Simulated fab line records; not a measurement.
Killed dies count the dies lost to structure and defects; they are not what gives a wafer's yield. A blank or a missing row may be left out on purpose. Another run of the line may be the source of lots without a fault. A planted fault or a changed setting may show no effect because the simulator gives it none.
What tool caused it?    flow gf180mcu    Sampling: 6 lots, 18 wafers, 4 of 602 route steps

## WHAT THE GAUGES READ, wafer by wafer
GF_CONTACT_CD_MEAS_14: target cd 220 nm.
lot   measured      on         cd_nm (nm)
L480  day 16 07:04  cd_sem-02  221.6 221.6 221.5
L482  day 16 22:52  cd_sem-02  222.7 221.9 221.0
L491  day 20 17:48  cd_sem-02  217.9 219.1 218.4
L495  day 21 22:31  cd_sem-02  216.8 215.9 211.8
L500  day 23 11:48  cd_sem-02  219.8 219.8 219.4
L502  day 24 05:23  cd_sem-02  220.0 219.2 219.6

## WHICH TOOL RAN EACH LOT (tool, then ch and the chambers of the sampled wafers, then the start)
lot   GF_HV_LDD_STRIP_49                    GF_SAB_ETCH_11                      GF_CONTACT_EXPOSE_11
L480  plasma_asher-02 ch 0,1, day 12 14:44  rie_diel-03 ch 0,1,3, day 15 07:40  krf_scanner-02 ch 0, day 15 20:21
L482  plasma_asher-01 ch 0,1, day 13 04:08  rie_diel-04 ch 0,2,3, day 15 22:47  krf_scanner-02 ch 0, day 16 11:38
L491  plasma_asher-01 ch 0,1, day 16 13:24  rie_diel-04 ch 0,3, day 19 16:11    krf_scanner-02 ch 0, day 20 06:00
L495  plasma_asher-01 ch 0,1, day 17 16:38  rie_diel-02 ch 0,2,3, day 20 21:29  krf_scanner-02 ch 0, day 21 10:48
L500  plasma_asher-02 ch 0,1, day 19 06:44  rie_diel-02 ch 0,1,2, day 22 11:07  krf_scanner-01 ch 0, day 23 00:15
L502  plasma_asher-04 ch 0,1, day 20 02:59  rie_diel-02 ch 0,1,3, day 23 05:43  krf_scanner-02 ch 0, day 23 18:54
- GF_HV_LDD_STRIP_49: strips in O2/N2.
- GF_SAB_ETCH_11: etches SiO2 in C4F8/O2/Ar, target depth 55 nm, time 8.5 s.
- GF_CONTACT_EXPOSE_11: exposes mask Contact, target cd 220 nm.

## THE ANSWER, worked out from the rows above alone
Rule: the usual values come from the lots themselves. The widest of any qualifying gaps counts: lots, ordered by their means at a reading, are off when they make up no more than a third of the lots, leave a main group of 4 or more, and stand apart from it by 3 or more times the standard deviation of that group's means. Not used: any main group whose means are identical at the precision the tables above print for the reading. A lot without any number at a reading at which 4 lots or more have one is off too. The other lots that the step has rows for count as sound.
Across all readings shown, no lot is off: no conclusion can be drawn from this.

## WHAT HAD BEEN PUT IN BY THE SIMULATOR
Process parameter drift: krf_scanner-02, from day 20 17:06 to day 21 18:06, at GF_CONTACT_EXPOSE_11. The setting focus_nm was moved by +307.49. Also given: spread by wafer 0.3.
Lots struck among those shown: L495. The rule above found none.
